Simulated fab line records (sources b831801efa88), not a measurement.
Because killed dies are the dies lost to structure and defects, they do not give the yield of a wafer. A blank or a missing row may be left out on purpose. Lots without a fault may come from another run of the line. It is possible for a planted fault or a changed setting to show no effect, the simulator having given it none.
Chamber matching | flow sky130 | SKY_VIA3_CMP_02 on cmp-01: 4 sister chambers
The step polishes SiO2. 20 wafers are shown with their chamber, then 10 later ones without.

## WAFERS WITH THEIR CHAMBER
wafer  | chamber | motor_current_A (A) | slurry_flow_ml_min
L077.1 | 2       | 11.2                | 150.4
L077.4 | 1       | 10.3                | 149.9
L077.5 | 3       | 11.1                | 149.2
L078.2 | 2       | 11.2                | 149.2
L078.3 | 1       | 10.8                | 149.8
L078.5 | 1       | 11.0                | 150.3
L079.3 | 0       | 12.2                | 150.5
L079.4 | 3       | 12.1                | 151.1
L079.6 | 3       | 12.0                | 150.7
L085.1 | 2       | 11.3                | 149.7
L085.5 | 0       | 12.6                | 149.3
L085.6 | 1       | 10.5                | 150.1
L090.3 | 1       | 11.1                | 149.5
L090.4 | 2       | 11.2                | 149.5
L090.6 | 0       | 12.8                | 149.7
L091.1 | 2       | 11.0                | 150.2
L091.2 | 3       | 12.1                | 150.2
L091.4 | 1       | 10.6                | 150.5
L092.3 | 0       | 12.4                | 150.2
L092.5 | 3       | 11.5                | 149.9

SIGNATURES (averages over the wafers above)
reading            | chamber 0 | chamber 1 | chamber 2 | chamber 3 | scatter within a chamber
motor_current_A    | 12.500    | 10.717    | 11.180    | 11.760    | 0.307
slurry_flow_ml_min | 149.925   | 150.017   | 149.800   | 150.220   | 0.538
Rule: for each reading, subtract the chamber's mean from the wafer's reading, divide by that reading's scatter and square the result; add these up over the readings and take the root, which gives the wafer's distance from the chamber. The wafer belongs to the nearest chamber; if the next one is less than 2 further off, it can't be placed. The scatter: the root of (the sum of the squares of (reading less its chamber's mean) over the shown wafers, divided by (wafers less chambers)).

## WAFERS MISSING THEIR CHAMBER
wafer  | motor_current_A (A) | slurry_flow_ml_min
L092.6 | 12.4                | 150.2
L093.1 | 10.7                | 149.8
L093.2 | 12.9                | 150.9
L093.6 | 13.0                | 149.9
L096.1 | 10.7                | 149.8
L096.3 | 11.7                | 149.7
L096.4 | 11.0                | 149.5
L097.1 | 10.8                | 149.6
L097.3 | 10.4                | 150.4
L097.5 | 11.3                | 150.7

## EACH ONE'S CHAMBER
wafer  | from the rows above          | in truth
L092.6 | can't be placed: 0 or 3      | 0
L093.1 | can't be placed: 1 or 2      | 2
L093.2 | can't be placed: 0 or 3      | 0
L093.6 | 0                            | 0
L096.1 | can't be placed: 1 or 2      | 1
L096.3 | can't be placed: 3 or 2 or 0 | 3
L096.4 | can't be placed: 2 or 1      | 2
L097.1 | can't be placed: 1 or 2      | 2
L097.3 | can't be placed: 1 or 2      | 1
L097.5 | can't be placed: 2 or 3 or 1 | 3
Correct placement for 1 of the 10. These rows do not allow placing 9 (true chamber among the candidates in 9). Wrongly placed: 0.
